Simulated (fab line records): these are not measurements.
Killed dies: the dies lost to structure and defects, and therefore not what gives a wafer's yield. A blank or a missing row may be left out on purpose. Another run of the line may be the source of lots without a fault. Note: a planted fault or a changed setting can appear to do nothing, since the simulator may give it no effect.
A struck lot beside a sound one | flow sfq line | 37 out of 325 route steps
Sound: these wafers, L506.2, L506.4, L506.5. Struck: wafer L514.2 (left out: L514.4, a lot-mate that was not struck); the cause follows at the end.
Order at every step that has rows: each side's tool, ch and its chambers, its first start. Under that, the readings that differ: sound wafers | struck wafers | difference of the means | sigmas: that difference in standard deviations of wafers without a fault.
alike: same words and numbers on both sides, and readings whose means sit less than 2 such deviations apart. not compared: any withheld reading, any reading some wafer has no value for, any bound like >300 that may hide the same value, and any number with overlapping values for which the record gives no deviation.
The two part at a step that has a row with sigmas, a row that says differs or no value, or rows on one side only. When numbers do not overlap yet have no deviation, they are printed without sigmas and do not part them. A reading that every wafer of one side lacks parts them only if that side has two wafers or more.

SFQ_R5_THK_MEAS_934: measures by xrf.
  sound on film metro-03 at day 48 03:01; struck on film metro-01 at day 50 09:01
  alike: R5_MONX_THK
then, 6 steps without rows for these wafers: SFQ_TRILAYER_R5_LITHO_COAT_141 (resist thk 62 nm); SFQ_TRILAYER_R5_LITHO_COAT_136 (resist thk 600 nm); SFQ_TRILAYER_R5_LITHO_SOFTBAKE_140; SFQ_TRILAYER_R5_LITHO_EXPOSE_137 (exposes mask R5, target cd 500 nm); SFQ_TRILAYER_R5_LITHO_PEB_139 (peb time 60 s); SFQ_TRILAYER_R5_LITHO_DEVELOP_138 (time 60 s).
-- the record jumps here: 4 days lie between the struck wafers' starts before and after --
SFQ_R5_OVL_MEAS_935:
  sound on overlay-02 at day 52 06:24; struck on overlay-01 at day 54 16:33
  reading     | sound    | struck | difference | sigmas
  R5_OVL (nm) | 12 11 14 | 0      | -12        | -2
SFQ_TRILAYER_R5_BARC_OPEN_METAL_ETCH_177: etches BARC in O2, target depth 125 nm, time 41.7 s.
  sound on rie metal-01 ch 0,1, day 52 06:26; struck on rie metal-01 ch 0, day 54 16:35
  alike: drypump motor current A, oes product au
  not compared: rf hours counter h
SFQ_TRILAYER_R5_ETCH_METAL_ETCH_139: etches the open film in Cl2, stops on SiO2, target depth 60 nm, time 40 s.
  sound on rie metal-01 ch 0,1, day 52 06:29; struck on rie metal-01 ch 0, day 54 16:38
  alike: drypump motor current A, oes product au
  not compared: rf hours counter h
SFQ_TRILAYER_R5_STRIP_STRIP_140: strips in O2.
  sound on rie metal-01 ch 0,1, day 52 06:33; struck on rie metal-01 ch 0, day 54 16:42
  alike: drypump motor current A, oes product au
  not compared: rf hours counter h
then, 1 step without rows for these wafers: SFQ_TRILAYER_R5_STRIP_SOLV_CLEAN_141 (cleans in NMP, time 600 s).
SFQ_TRILAYER_A5C_DEP_PECVD_142: deposits SiO2 from SiH4/N2O, time 15.556 s, target thk 70 nm.
  sound on pecvd-02 ch 0,1, day 52 07:20; struck on pecvd-02 ch 0, day 54 17:28
  reading                                              | sound             | struck | difference | sigmas
  chamber pressure Torr (Torr)                         | 2.398 2.398 2.392 | 2.407  | +0.011     | +2
  model.SiO2_of_TRILAYER_A5C_DEP_PECVD_142.thk nm (nm) | 69.02 71.61 70.12 | 68.11  | -2.14      |
  alike: heater power w, showerhead vpp V, throttle valve pct
  not compared: since wet clean h
then, 6 steps without rows for these wafers: SFQ_TRILAYER_I5_LITHO_COAT_149 (resist thk 62 nm); SFQ_TRILAYER_I5_LITHO_COAT_144 (resist thk 650 nm); SFQ_TRILAYER_I5_LITHO_SOFTBAKE_148; SFQ_TRILAYER_I5_LITHO_EXPOSE_145 (exposes mask I5, target cd 700 nm); SFQ_TRILAYER_I5_LITHO_PEB_147 (peb time 60 s); SFQ_TRILAYER_I5_LITHO_DEVELOP_146 (time 60 s).
SFQ_I5_OVL_MEAS_936:
  sound on overlay-01 at day 52 23:08; struck on overlay-02 at day 55 17:19
  alike: I5_OVL
then, 1 step without rows for these wafers: SFQ_TRILAYER_I5_BARC_OPEN_VIA_ETCH_200 (etches BARC in O2, target depth 125 nm, time 41.7 s).
SFQ_TRILAYER_I5_ETCH_VIA_ETCH_147: etches the open film in CHF3, stops on Nb, target depth 360 nm.
  sound on rie diel-02 ch 2,3, day 52 23:13; struck on rie diel-01 ch 0, day 55 17:23
  reading                     | sound       | struck | difference | sigmas
  drypump motor current A (A) | 6.1 5.8 5.8 | 4.8    | -1.1       | -3
  alike: oes product au
then, 8 steps without rows for these wafers: SFQ_TRILAYER_I5_STRIP_STRIP_148 (strips in O2); SFQ_TRILAYER_I5_STRIP_SOLV_CLEAN_149 (cleans in NMP, time 600 s); SFQ_TRILAYER_C5_LITHO_COAT_156 (resist thk 62 nm); SFQ_TRILAYER_C5_LITHO_COAT_151 (resist thk 650 nm); SFQ_TRILAYER_C5_LITHO_SOFTBAKE_155; SFQ_TRILAYER_C5_LITHO_EXPOSE_152 (exposes mask C5, target cd 500 nm); SFQ_TRILAYER_C5_LITHO_PEB_154 (peb time 60 s); SFQ_TRILAYER_C5_LITHO_DEVELOP_153 (time 60 s).
-- the record jumps here: 5 days lie between the struck wafers' starts before and after --
SFQ_C5_OVL_MEAS_937:
  sound on overlay-01 at day 57 19:28; struck on overlay-02 at day 60 11:02
  alike: C5_OVL
SFQ_TRILAYER_C5_BARC_OPEN_VIA_ETCH_210: etches BARC in O2, target depth 125 nm, time 41.7 s.
  sound on rie diel-04 ch 0,2, day 57 19:29; struck on rie diel-01 ch 3, day 60 11:04
  alike: drypump motor current A, oes product au
  not compared: rf hours counter h
SFQ_TRILAYER_C5_ETCH_VIA_ETCH_154: etches SiO2 in CHF3, stops on Nb, target depth 84 nm.
  sound on rie diel-04 ch 0,2, day 57 19:32; struck on rie diel-01 ch 3, day 60 11:06
  reading                        | sound             | struck | difference | sigmas
  model.etch.depth nm (nm)       | 69.02 71.61 70.12 | 68.11  | -2.14      |
  model.C5.feature depth nm (nm) | 69.02 71.61 70.12 | 68.11  | -2.14      |
  alike: drypump motor current A, oes product au
then, 2 steps without rows for these wafers: SFQ_TRILAYER_C5_STRIP_STRIP_155 (strips in O2); SFQ_TRILAYER_C5_STRIP_SOLV_CLEAN_156 (cleans in NMP, time 600 s).
SFQ_TRILAYER_M6_DEP_PRE_CLEAN_158: time 22.5 s.
  sound on pvd sputter-03 at day 57 20:22; struck on pvd sputter-03 at day 60 11:56
  reading                                              | sound             | struck | difference | sigmas
  model.SiO2_of_TRILAYER_A5C_DEP_PECVD_142.thk nm (nm) | 61.52 64.11 62.62 | 60.61  | -2.14      |
then, 1 step without rows for these wafers: SFQ_TRILAYER_M6_DEP_SPUTTER_157 (material Nb, target thk 200 nm, time 133.3 s).

## WHERE THEY PART
At SFQ_R5_OVL_MEAS_935 first; at SFQ_TRILAYER_I5_ETCH_VIA_ETCH_147 last (within this record only). Later steps at which nothing parts them and some readings are alike: SFQ_C5_OVL_MEAS_937, SFQ_TRILAYER_C5_BARC_OPEN_VIA_ETCH_210, SFQ_TRILAYER_C5_ETCH_VIA_ETCH_154.

WHY: what had been put in by the simulator
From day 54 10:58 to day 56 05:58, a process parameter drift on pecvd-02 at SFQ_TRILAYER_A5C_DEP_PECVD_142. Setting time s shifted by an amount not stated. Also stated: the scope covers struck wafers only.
